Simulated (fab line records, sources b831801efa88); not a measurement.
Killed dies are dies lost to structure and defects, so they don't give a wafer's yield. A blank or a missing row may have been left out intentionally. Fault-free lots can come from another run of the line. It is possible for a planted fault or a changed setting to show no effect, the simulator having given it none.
Struck lot and sound lot, side by side / flow gf180mcu / 32 out of 602 route steps
Sound: wafers L226.1, L226.2, L226.6. Struck: wafers L233.3, L233.4, L233.5. The cause comes at the end.
Each step with rows lists, per side, the tool, then ch with its chambers, then its first start. Under that, the readings that differ: sound wafers / struck wafers / difference of the means / sigmas: that difference in standard deviations of wafers without a fault.
alike: same words and numbers on both sides, and readings whose means sit less than 2 such deviations apart. not compared: any withheld reading, any reading some wafer has no value for, any bound like >300 that may hide the same value, and any number with overlapping values for which the record gives no deviation.
A row with sigmas, a row that says differs or no value, or rows on one side alone: a step with any of these is where the two part. Numbers that have no deviation but don't overlap get no sigmas and don't part them. Lack of a reading on every wafer of one side parts them only where that side has two or more wafers.

first, 5 steps without rows for these wafers: GF_SAB_ETCH_11 (etches SiO2 in C4F8/O2/Ar, target depth 55 nm, time 8.5 s); GF_SAB_WET_ETCH_12 (etches SiO2 in dHF, target depth 22 nm, time 440 s); GF_SAB_STRIP_13 (strips in O2/N2); GF_SALICIDE_CLEAN_00 (cleans in SC1/SC2, time 150 s); GF_SALICIDE_WET_ETCH_01 (etches SiO2 in dHF, target depth 5 nm, time 100 s).
GF_SALICIDE_SPUTTER_02: material Co, target thk 10 nm, time 20 s.
  sound: pvd_sputter-03 at day 15 05:32; struck: pvd_sputter-01 at day 18 05:32
  alike: cathode_dc_power_W, throttle_valve_pct
GF_SALICIDE_SPUTTER_03: material TiN, target thk 20 nm, time 16.7 s.
  sound: pvd_sputter-03 at day 15 05:34; struck: pvd_sputter-01 at day 18 05:34
  alike: cathode_dc_power_W, throttle_valve_pct
GF_SALICIDE_RS_MEAS_04: measures by four-point-probe.
  sound: film_metro-03 at day 15 05:36; struck: film_metro-01 at day 18 05:38
  alike: SALICIDE_TIN_RS
GF_SALICIDE_THK_MEAS_05: measures by xrf.
  sound: film_metro-03 at day 15 05:43; struck: film_metro-01 at day 18 05:44
  alike: SALICIDE_TIN_THK
then, 3 steps without rows for these wafers: GF_SALICIDE_RTA_06 (time 30 s); GF_SALICIDE_WET_ETCH_07 (etches the open film in SPM, target depth 120 nm); GF_SALICIDE_RTA_08 (time 30 s).
GF_CONTACT_CVD_00: deposits SiO2, target thk 300 nm, time 50 s.
  sound on hdpcvd-01 ch 0,1, day 15 06:10; struck on hdpcvd-01 ch 0,1,2, day 18 06:22
GF_CONTACT_THK_MEAS_01:
  sound: film_metro-04 at day 15 06:13; struck: film_metro-02 at day 18 06:26
reading=CONTACT_CVD_00_THK (nm); sound=294 299 295; struck=601 593 593; difference=+300; sigmas=+70
GF_CONTACT_CVD_02: deposits SiO2 from TEOS, target thk 860 nm, time 95.992 s.
  sound on pecvd-02 ch 0,1, day 15 06:16; struck on pecvd-02 ch 1,2, day 18 06:31
  alike: heater_power_w
GF_CONTACT_THK_MEAS_03:
  sound: film_metro-02 at day 15 06:20; struck: film_metro-04 at day 18 06:36
  alike: CONTACT_CVD_02_THK
GF_CONTACT_CMP_04: polishes SiO2.
  sound on cmp-01 ch 0,1,2, day 15 06:35; struck on cmp-02 ch 1,2, day 18 06:38
reading=slurry_filter_dp_kPa (kPa); sound=13.57 13.50 13.69; struck=13.37 13.21 13.31; difference=-0.29; sigmas=-2
  alike: motor_current_A, time_to_endpoint_s
GF_CONTACT_BOW_MEAS_05:
  sound: film_metro-03 at day 15 06:47; struck: film_metro-03 at day 18 06:59
  alike: CONTACT_BOW
then, 8 steps without rows for these wafers: GF_CONTACT_DEHYDRATE_06 (time 60 s); GF_CONTACT_HMDS_07 (prime time 60 s); GF_CONTACT_COAT_08; GF_CONTACT_COAT_09 (resist thk 1000 nm); GF_CONTACT_SOFTBAKE_10 (time 60 s); GF_CONTACT_EXPOSE_11 (exposes mask Contact, target cd 220 nm); GF_CONTACT_PEB_12 (peb time 90 s); GF_CONTACT_DEVELOP_13 (develop time 60 s).
GF_CONTACT_CD_MEAS_14: the cd target is 220 nm.
  sound: cd_sem-02 at day 16 04:44; struck: cd_sem-02 at day 19 07:44
reading=cd_nm (nm); sound=223.3 221.2 222.8; struck=218.0 218.8 218.3; difference=-4.1; sigmas=-3
GF_CONTACT_OVL_MEAS_15:
  sound: overlay-01 at day 16 04:52; struck: overlay-02 at day 19 07:50
  alike: CONTACT_OVL
GF_CONTACT_ETCH_16: etches BARC in N2/H2.
  sound on rie_diel-02 ch 0,1,2, day 16 04:53; struck on rie_diel-02 ch 0,1,2, day 19 07:52
  alike: drypump_motor_current_A, oes_product_au, throttle_valve_pct
GF_CONTACT_ETCH_17: etches SiO2 in C4F8/O2/Ar, stops on CoSi2, target depth 860 nm.
  sound: rie_diel-02 ch 0,1,2; struck: rie_diel-02 ch 0,1,2
reading=oes_product_au (a.u.); sound=0.810 0.818 0.804; struck=0.958 0.963 0.964; difference=+0.151; sigmas=+31
reading=model.etch.depth_nm (nm); sound=854.8 861 857.1; struck=1159 1152 1151; difference=+296; sigmas=
reading=model.CONTACT.feature_depth_nm (nm); sound=854.8 861 857.1; struck=1159 1152 1151; difference=+296; sigmas=
then, 1 step without rows for these wafers: GF_CONTACT_STRIP_18 (strips in O2/N2).
-- the record jumps here: 13 days lie between the struck wafers' starts before and after (it left off in module CONTACT and takes up again in module PASSIVATION, whose first step shown is number 602 of the route) --
GF_PASSIVATION_PROBE_99:
  sound: prober-01 at day 29 11:23; struck: prober-01 at day 31 22:53
reading=model.etest.contact_nplus.rc_ohm; sound=5.051 5.288 5.154; struck=6.603 6.467 6.584; difference=+1.387; sigmas=
reading=model.etest.contact_pplus.rc_ohm; sound=4.981 5.114 5.158; struck=6.483 6.502 6.409; difference=+1.380; sigmas=
reading=model.etest.contact_poly.rc_ohm; sound=5.688 5.86 5.96; struck=7.056 7.203 7.303; difference=+1.351; sigmas=

WHERE THEY PART
Earliest at GF_CONTACT_THK_MEAS_01; latest, in this record, at GF_CONTACT_ETCH_17.

WHY: what had been put in by the simulator
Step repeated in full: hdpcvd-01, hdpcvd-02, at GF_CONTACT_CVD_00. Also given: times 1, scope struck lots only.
